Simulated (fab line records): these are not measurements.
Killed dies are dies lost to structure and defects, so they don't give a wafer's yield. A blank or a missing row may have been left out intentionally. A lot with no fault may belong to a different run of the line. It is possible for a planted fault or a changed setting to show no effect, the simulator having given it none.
Code-filled problem report in 8D (eight disciplines) form	flow gf180mcu	the parts of the form that need people (team, actions taken, sign-off) are left out

1. WHAT IS WRONG
Mean HV_LDD_CVD_56_THK at GF_HV_LDD_THK_MEAS_57: 28.5 nm over 6 wafers in 2 lots; fault-free wafers: 89.6 nm, standard deviation 0.86. Measured from the usual mean, that is -71 standard deviations.
First observed at day 16 14:19: wafer L189.1, on film metro-04. Wafers with a number at this step in the record: 33, from 11 lots. The rule behind "out" and "out of limits": a value lying over 4 standard deviations away from the usual mean. The rest of the wafers with a number are treated as sound.

2. WHAT THIS IS AND IS NOT
question	is	is not
which readings at this step	HV_LDD_CVD_56_THK	-
which lots	L189, L190	L178, L179, L183, L185, L191, L197, L198, L199, L200
which wafers of those lots	all that have a number	-
read on which gauges	film metro-01, film metro-04	film metro-03
when	from day 16 14:19	up to then (12 sound wafers); but 15 sound wafers of L191, L197, L198, L199, L200 came after

3. SUSPECTS, AND WHAT RULES EACH OUT
Counting: a tool stays on the suspect list if, at a process step up to the reading, it processed all lots that are out and no sound lot following the first of them.
- ruled out: the gauge at GF_HV_LDD_THK_MEAS_57. The wafers that are out were read on 2 gauges (film metro-01, film metro-04).
- lpcvd-01 at GF_HV_LDD_CVD_56 (deposits Si3N4 from DCS/NH3, target thk 90 nm, time 1543 s): kept. It ran every lot that is out, first L189 (day 16 12:53), and no sound lot after that; its last sound lot up to then is L183 (day 14 07:06).
Left after counting: lpcvd-01 at GF_HV_LDD_CVD_56.

4. THE CAUSE (what the simulator had put in)
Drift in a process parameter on lpcvd-01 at GF_HV_LDD_CVD_56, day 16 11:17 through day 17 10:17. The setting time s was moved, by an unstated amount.
After counting, this tool was the only one left.

5. THE CHAIN OF EFFECTS, in route order
Each row: a reading whose mean over the struck wafers that have a number lies more than 3 standard deviations from the usual. Scope: only readings with a usual standard deviation given in the record; hours: median across lots of the time from each lot's start at the first step in this table that gives one to its start at this step; sigmas: change in usual standard deviations.
hours	step	reading	usual	on struck wafers	change	sigmas
0	GF_HV_LDD_THK_MEAS_57	HV_LDD_CVD_56_THK	89.6 nm	28.5	-61.1	-71
0	GF_HV_LDD_ETCHBACK_58	oes product au	0.840 a.u.	0.523	-0.317	-45
0	GF_HV_LDD_ETCHBACK_58	throttle valve pct	10.561 %	10.517	-0.044	-4.9
Its process steps:
- GF_HV_LDD_ETCHBACK_58: etches Si3N4 in CH3F/O2, stops on SiO2, time 100 s, target depth 90 nm.
Later steps that measure or inspect, where all struck wafers having a row at the step show a number for every such reading and not one has moved that far: GF_CONTACT_BOW_MEAS_05.

6. HOW IT WOULD HAVE BEEN CAUGHT EARLIER
In this record the first reading out of limits at a measuring or inspecting step was taken at day 16 14:19, 3 hours after the fault began at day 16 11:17.
Of the tool readings at GF_HV_LDD_CVD_56 for which the record gives a usual standard deviation, none was out on any struck wafer, so an alarm limit of 4 standard deviations on them would not have fired.
Among the 2 lots that are out, L190 began GF_HV_LDD_CVD_56 on lpcvd-01 after day 16 14:19. A hold on the tool at that time would have spared it.
